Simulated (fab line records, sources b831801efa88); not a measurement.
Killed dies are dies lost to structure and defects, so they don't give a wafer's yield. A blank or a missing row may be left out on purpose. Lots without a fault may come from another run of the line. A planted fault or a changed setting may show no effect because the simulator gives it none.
Which tool did it? | flow sky130 | 24 lots, 72 wafers sampled, at 5 steps of a route of 708

WHAT THE GAUGES READ, wafer by wafer
SKY_LI_CONTACT_OVL_MEAS_13. Usual: LI_CONTACT_OVL -1 nm, standard deviation 5.6.
lot  | measured     | on         | LI_CONTACT_OVL (nm) | flag
L074 | day 29 09:15 | overlay-02 | 12 7 13             |
L075 | day 29 18:35 | overlay-01 | -11 -8 -8           |
L076 | day 30 07:21 | overlay-02 | 2 5 8               |
L077 | day 30 22:43 | overlay-01 | 5 1 -4              |
L079 | day 31 01:07 | overlay-02 | 2 -5 2              |
L078 | day 31 07:38 | overlay-01 | 1 0 -6              |
L080 | day 31 14:47 | overlay-01 | -4 0 0              |
L081 | day 32 01:02 | overlay-02 | -9 -9 -7            |
L082 | day 32 08:00 | overlay-02 | -3 6 7              |
L083 | day 33 00:24 | overlay-01 | 2 -2 1              |
L084 | day 33 08:00 | overlay-01 | 1 -1 1              |
L085 | day 33 13:43 | overlay-01 | -4 -3 3             |
L086 | day 33 16:00 | overlay-01 | 0 -10 2             |
L087 | day 33 22:09 | overlay-02 | -7 6 -7             |
L088 | day 34 15:39 | overlay-02 | 2 -1 -2             |
L089 | day 34 21:20 | overlay-02 | -10 -5 -3           |
L090 | day 35 00:07 | overlay-01 | -3 5 2              |
L091 | day 35 03:47 | overlay-02 | -7 1 -9             |
L092 | day 35 11:21 | overlay-02 | -4 0 4              |
L094 | day 35 21:02 | overlay-02 | -11 -10 -13         |
L093 | day 36 00:21 | overlay-02 | -2 -3 -10           |
L095 | day 36 10:57 | overlay-01 | 1 0 1               |
L096 | day 36 14:27 | overlay-01 | -8 -3 -3            |
L097 | day 36 15:28 | overlay-02 | 0 -6 -9             |

SKY_LOCAL_INTERCONNECT_THK_MEAS_02: measures by xrf. Usual: LOCAL_INTERCONNECT_TIN_THK 99.1 nm, standard deviation 1.5.
lot  | measured     | on            | LOCAL_INTERCONNECT_TIN_THK (nm) | flag
L074 | day 29 10:38 | film_metro-03 | 100.4 100.5 102.4               |
L075 | day 29 19:59 | film_metro-04 | 100.4 97.2 98.3                 |
L076 | day 30 08:44 | film_metro-03 | 99.9 97.9 97.7                  |
L077 | day 31 00:05 | film_metro-04 | 101.0 98.6 102.1                |
L079 | day 31 02:37 | film_metro-04 | 100.3 99.7 98.8                 |
L078 | day 31 09:01 | film_metro-04 | 98.0 100.5 98.6                 |
L080 | day 31 16:11 | film_metro-02 | 101.8 99.2 99.2                 |
L081 | day 32 02:26 | film_metro-02 | 100.5 99.3 101.1                |
L082 | day 32 09:24 | film_metro-02 | 98.8 100.2 100.5                |
L083 | day 33 01:47 | film_metro-02 | 100.7 100.6 99.1                |
L084 | day 33 09:23 | film_metro-04 | 98.4 100.0 97.4                 |
L085 | day 33 15:07 | film_metro-04 | 99.1 99.4 99.5                  |
L086 | day 33 17:24 | film_metro-04 | 98.4 98.9 99.4                  |
L087 | day 33 23:32 | film_metro-04 | 97.7 96.2 99.0                  |
L088 | day 34 17:02 | film_metro-02 | 98.0 100.0 97.7                 |
L089 | day 34 22:43 | film_metro-02 | 99.2 97.2 99.2                  |
L090 | day 35 01:31 | film_metro-04 | 99.6 96.7 99.2                  |
L091 | day 35 05:10 | film_metro-02 | 97.8 97.4 98.0                  |
L092 | day 35 12:45 | film_metro-02 | 97.3 99.0 99.7                  |
L094 | day 35 22:25 | film_metro-04 | 98.2 102.1 97.8                 |
L093 | day 36 01:44 | film_metro-02 | 98.7 97.2 96.7                  |
L095 | day 36 12:20 | film_metro-03 | 97.7 100.3 99.3                 |
L096 | day 36 15:52 | film_metro-02 | 97.5 97.7 99.9                  |
L097 | day 36 16:53 | film_metro-04 | 99.0 97.9 100.5                 |

SKY_VIA1_THK_MEAS_23: measures by xrf. Usual: VIA1_W_THK 267 nm, standard deviation 5.3.
lot  | measured     | on            | VIA1_W_THK (nm) | flag
L074 | day 34 09:31 | film_metro-01 | 263 260 262     |
L075 | day 34 19:00 | film_metro-01 | 271 261 271     |
L076 | day 35 05:36 | film_metro-01 | 269 269 268     |
L077 | day 35 19:41 | film_metro-03 | 272 261 262     |
L079 | day 35 22:17 | film_metro-03 | 268 258 262     |
L078 | day 36 04:07 | film_metro-03 | 271 268 270     |
L080 | day 36 10:44 | film_metro-04 | 276 276 274     |
L081 | day 36 23:08 | film_metro-04 | 274 277 274     |
L082 | day 37 04:13 | film_metro-03 | 267 266 265     |
L083 | day 37 18:10 | film_metro-01 | 263 264 265     |
L084 | day 38 01:23 | film_metro-03 | 263 269 267     |
L085 | day 38 05:25 | film_metro-01 | 261 261 259     |
L086 | day 38 06:50 | film_metro-04 | 262 263 265     |
L087 | day 38 14:35 | film_metro-03 | 273 266 273     |
L088 | day 39 06:25 | film_metro-03 | 264 268 264     |
L089 | day 39 11:28 | film_metro-04 | 275 279 266     |
L090 | day 39 15:32 | film_metro-03 | 261 263 260     |
L091 | day 39 18:02 | film_metro-03 | 261 262 263     |
L092 | day 40 00:58 | film_metro-01 | 256 268 270     |
L094 | day 40 09:28 | film_metro-01 | 269 256 256     |
L093 | day 40 11:49 | film_metro-01 | 264 259 262     |
L095 | day 40 23:25 | film_metro-03 | 270 268 266     |
L096 | day 41 03:18 | film_metro-03 | 267 269 265     |
L097 | day 41 04:59 | film_metro-03 | 261 271 255     |

WHICH TOOL RAN EACH LOT (tool, then ch and the chambers of the sampled wafers, then the start)
lot  | SKY_RES_XHIGH_STRIP_08               | SKY_LOCAL_INTERCONNECT_STRIP_15
L074 | plasma_asher-04 ch 0,1, day 26 22:35 | plasma_asher-01 ch 0,1, day 30 15:10
L075 | plasma_asher-04 ch 0,1, day 27 06:23 | plasma_asher-02 ch 0,1, day 31 00:58
L076 | plasma_asher-02 ch 0,1, day 27 20:24 | plasma_asher-02 ch 0,1, day 31 13:21
L077 | plasma_asher-02 ch 0,1, day 28 11:45 | plasma_asher-01 ch 0,1, day 32 04:25
L079 | plasma_asher-01 ch 0,1, day 28 15:05 | plasma_asher-01 ch 0,1, day 32 06:57
L078 | plasma_asher-01 ch 0,1, day 28 20:54 | plasma_asher-01 ch 0, day 32 13:46
L080 | plasma_asher-04 ch 0,1, day 29 04:13 | plasma_asher-03 ch 0,1, day 32 20:15
L081 | plasma_asher-02 ch 0,1, day 29 14:34 | plasma_asher-01 ch 0,1, day 33 07:04
L082 | plasma_asher-01 ch 0,1, day 29 21:33 | plasma_asher-02 ch 0,1, day 33 14:13
L083 | plasma_asher-02 ch 0,1, day 30 14:24 | plasma_asher-02 ch 0,1, day 34 05:40
L084 | plasma_asher-01 ch 0,1, day 30 21:38 | plasma_asher-01 ch 0,1, day 34 13:10
L085 | plasma_asher-04 ch 1, day 31 03:12   | plasma_asher-01 ch 0,1, day 34 18:22
L086 | plasma_asher-01 ch 0,1, day 31 06:03 | plasma_asher-02 ch 0,1, day 34 20:37
L087 | plasma_asher-01 ch 0,1, day 31 13:26 | plasma_asher-03 ch 0,1, day 35 02:58
L088 | plasma_asher-02 ch 0,1, day 32 07:03 | plasma_asher-01 ch 0,1, day 35 20:07
L089 | plasma_asher-02 ch 0,1, day 32 12:32 | plasma_asher-03 ch 0,1, day 36 01:43
L090 | plasma_asher-04 ch 0,1, day 32 16:05 | plasma_asher-03 ch 0, day 36 04:48
L091 | plasma_asher-02 ch 0,1, day 32 20:02 | plasma_asher-01 ch 0,1, day 36 07:47
L092 | plasma_asher-02 ch 0,1, day 33 04:06 | plasma_asher-01 ch 0,1, day 36 15:15
L094 | plasma_asher-02 ch 0,1, day 33 12:48 | plasma_asher-02 ch 0,1, day 37 00:58
L093 | plasma_asher-02 ch 0,1, day 33 16:03 | plasma_asher-03 ch 0,1, day 37 04:13
L095 | plasma_asher-02 ch 0,1, day 34 04:33 | plasma_asher-03 ch 0,1, day 37 14:24
L096 | plasma_asher-01 ch 0,1, day 34 07:09 | plasma_asher-02 ch 0,1, day 37 17:40
L097 | plasma_asher-01 ch 0,1, day 34 08:51 | plasma_asher-01 ch 0,1, day 37 18:58
- SKY_RES_XHIGH_STRIP_08: strips in O2/N2.
- SKY_LOCAL_INTERCONNECT_STRIP_15: strips in O2/N2.

WHAT THE TOOLS THEMSELVES READ (means of the sampled wafers that have a number; where no wafer has one, the mark that the record gives instead)
SKY_RES_XHIGH_STRIP_08. Usual: drypump_motor_current_A 5.78 A, standard deviation 0.3; n2_flow_sccm 300.1 sccm, standard deviation 0.78; oes_product_au 0.711 a.u., standard deviation 0.004; strip_time_to_endpoint_s 14.28 s, standard deviation 0.042.
lot  | tool            | drypump_motor_current_A (A) | n2_flow_sccm (sccm) | oes_product_au (a.u.) | strip_time_to_endpoint_s (s) | flag
L074 | plasma_asher-04 | 5.87                        | 300.6               | 0.712                 | 14.28                        |
L075 | plasma_asher-04 | 5.76                        | 299.9               | 0.710                 | 14.20                        |
L076 | plasma_asher-02 | 5.66                        | 300.1               | 0.709                 | 14.26                        |
L077 | plasma_asher-02 | 5.66                        | 300.1               | 0.710                 | 14.33                        |
L079 | plasma_asher-01 | 5.71                        | 300.1               | 0.713                 | 14.24                        |
L078 | plasma_asher-01 | 5.72                        | 300.0               | 0.711                 | 14.26                        |
L080 | plasma_asher-04 | 5.88                        | 300.0               | 0.710                 | 14.35                        |
L081 | plasma_asher-02 | 5.65                        | 299.2               | 0.715                 | 14.28                        |
L082 | plasma_asher-01 | 6.04                        | 300.6               | 0.714                 | 14.35                        |
L083 | plasma_asher-02 | 5.72                        | 300.1               | 0.715                 | 14.31                        |
L084 | plasma_asher-01 | 6.03                        | 300.4               | 0.713                 | 14.33                        |
L085 | plasma_asher-04 | 5.67                        | 299.7               | 0.714                 | 14.25                        |
L086 | plasma_asher-01 | 6.02                        | 299.7               | 0.713                 | 14.23                        |
L087 | plasma_asher-01 | 5.73                        | 300.4               | 0.711                 | 14.30                        |
L088 | plasma_asher-02 | 5.72                        | 299.3               | 0.713                 | 14.28                        |
L089 | plasma_asher-02 | 5.69                        | 300.0               | 0.711                 | 14.24                        |
L090 | plasma_asher-04 | 5.77                        | 300.2               | 0.709                 | 14.30                        |
L091 | plasma_asher-02 | 5.66                        | 301.1               | 0.717                 | 14.25                        |
L092 | plasma_asher-02 | 5.72                        | 299.9               | 0.710                 | 14.29                        |
L094 | plasma_asher-02 | 5.67                        | 301.0               | 0.710                 | 14.26                        |
L093 | plasma_asher-02 | 5.65                        | 300.1               | 0.711                 | 14.23                        |
L095 | plasma_asher-02 | 5.65                        | 300.1               | 0.711                 | 14.30                        |
L096 | plasma_asher-01 | 6.04                        | 300.2               | 0.712                 | 14.22                        |
L097 | plasma_asher-01 | 6.04                        | 299.4               | 0.714                 | 14.30                        |

SKY_LOCAL_INTERCONNECT_STRIP_15. Usual: drypump_motor_current_A 5.7 A, standard deviation 0.43; n2_flow_sccm 299.8 sccm, standard deviation 0.94; oes_product_au 0.427 a.u., standard deviation 0.0046; strip_time_to_endpoint_s 4.734 s, standard deviation 0.024.
lot  | tool            | drypump_motor_current_A (A) | n2_flow_sccm (sccm) | oes_product_au (a.u.) | strip_time_to_endpoint_s (s) | flag
L074 | plasma_asher-01 | 6.1                         | 300.9               | 0.426                 | 4.744                        |
L075 | plasma_asher-02 | 5.7                         | 300.3               | 0.426                 | 4.734                        |
L076 | plasma_asher-02 | 5.7                         | 299.0               | 0.425                 | 4.709                        |
L077 | plasma_asher-01 | 6.1                         | 299.6               | 0.426                 | 4.724                        |
L079 | plasma_asher-01 | 5.7                         | 299.5               | 0.429                 | 4.745                        |
L078 | plasma_asher-01 | 6.4                         | 300.2               | 0.423                 | 4.707                        |
L080 | plasma_asher-03 | 5.7                         | 300.1               | 0.430                 | 4.739                        |
L081 | plasma_asher-01 | 6.0                         | 299.6               | 0.426                 | 4.717                        |
L082 | plasma_asher-02 | 5.7                         | 300.6               | 0.433                 | 4.770                        |
L083 | plasma_asher-02 | 5.7                         | 299.7               | 0.425                 | 4.751                        |
L084 | plasma_asher-01 | 5.7                         | 300.1               | 0.430                 | 4.723                        |
L085 | plasma_asher-01 | 5.7                         | 299.1               | 0.423                 | 4.714                        |
L086 | plasma_asher-02 | 5.7                         | 300.2               | 0.426                 | 4.757                        |
L087 | plasma_asher-03 | 5.4                         | 300.3               | 0.424                 | 4.702                        |
L088 | plasma_asher-01 | 6.1                         | 300.2               | 0.426                 | 4.751                        |
L089 | plasma_asher-03 | 5.3                         | 300.3               | 0.432                 | 4.750                        |
L090 | plasma_asher-03 | 5.1                         | 299.8               | 0.428                 | 4.730                        |
L091 | plasma_asher-01 | 5.7                         | 299.7               | 0.430                 | 4.763                        |
L092 | plasma_asher-01 | 5.7                         | 300.7               | 0.427                 | 4.746                        |
L094 | plasma_asher-02 | 5.7                         | 300.3               | 0.431                 | 4.720                        |
L093 | plasma_asher-03 | 5.7                         | 299.1               | 0.431                 | 4.763                        |
L095 | plasma_asher-03 | 5.4                         | 299.0               | 0.429                 | 4.744                        |
L096 | plasma_asher-02 | 5.7                         | 298.9               | 0.427                 | 4.711                        |
L097 | plasma_asher-01 | 6.1                         | 300.2               | 0.433                 | 4.764                        |

THE ANSWER, worked out from the rows above alone
Rule: a lot is off if the mean of its wafers that have a number lies more than 3 standard deviations from the usual mean. A lot without any number at a reading at which 4 lots or more have one is off too. The other lots that the step has rows for count as sound. The gauges are gone through in route order, then the tools' own readings, and for those a lot's mean is taken as printed above. The first step at which some lot is off is used, and at that step the reading that is off furthest; a lot without a number counts as furthest.
No lot is off at any reading shown: from this, nothing can be told.

WHAT THE SIMULATOR HAD PUT IN
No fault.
